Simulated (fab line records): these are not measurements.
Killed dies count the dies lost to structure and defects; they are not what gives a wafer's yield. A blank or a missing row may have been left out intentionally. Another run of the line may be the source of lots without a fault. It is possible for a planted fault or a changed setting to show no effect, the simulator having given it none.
One fault through the eyes of 2 desks	flow sky130	each desk holds nothing but its own numbers, with what lay behind them at the end

## AT THE TOOL OWNER'S DESK: implanter-01
For each lot that ran on this tool, the mean over its sampled wafers that have a number, from the tool's own readings at SKY_LDD_N_IMPLANT_12. A lot is out of limits, marked OUT, if its mean lies more than 4 standard deviations from the usual mean; the brackets give that distance.
Columns: A = beamOnS at SKY_LDD_N_IMPLANT_12, usual 9.98 s; B = faradayCurrentUA at SKY_LDD_N_IMPLANT_12, usual 28.2
lot	first seen here	A	B
L393	day 18 04:56	10.08	28.0
L409	day 24 06:06	13.01 (+14) OUT	21.7 (-11) OUT
L410	day 25 02:27	12.77 (+13) OUT	22.2 (-10) OUT
This desk's finding: out of limits on L409, L410; first on L409, day 24 06:06 (beamOnS at SKY_LDD_N_IMPLANT_12). In limits: L393.

## FROM THE METROLOGY DESK
What the gauges read for every lot (on any tool): the sampled wafers with a number, averaged. A lot is out of limits, marked OUT, if its mean lies more than 4 standard deviations from the usual mean; the brackets give that distance.
Columns: A = LDD_N_OVL at SKY_LDD_N_OVL_MEAS_07, usual -1.4 nm
lot	first seen here	A
L393	day 18 01:43	-1.4
L399	day 20 20:43	-2.5
L409	day 24 05:28	-2.0
L410	day 25 01:46	-0.7
L411	day 25 01:59	-0.2
L414	day 25 18:56	-3.3
Finding of this desk: none of the 6 lots has anything out of limits.

## BROUGHT TOGETHER
The tool owner's desk had the chance to raise an alarm at day 24 06:06 on L409, L410.
The metrology desk saw nothing out of limits.
The metrology desk has L409, L410 on record, within its limits.
SKY_LDD_N_IMPLANT_12 was run on implanter-01 by each of the lots named.

## WHAT THE SIMULATOR HAD INSERTED
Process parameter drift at SKY_LDD_N_IMPLANT_12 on implanter-01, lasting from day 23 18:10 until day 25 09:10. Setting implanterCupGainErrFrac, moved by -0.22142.
Lots struck among those shown: L409, L410.
Each desk's first reading out of limits, in hours after the fault started: the tool owner's desk, 12.
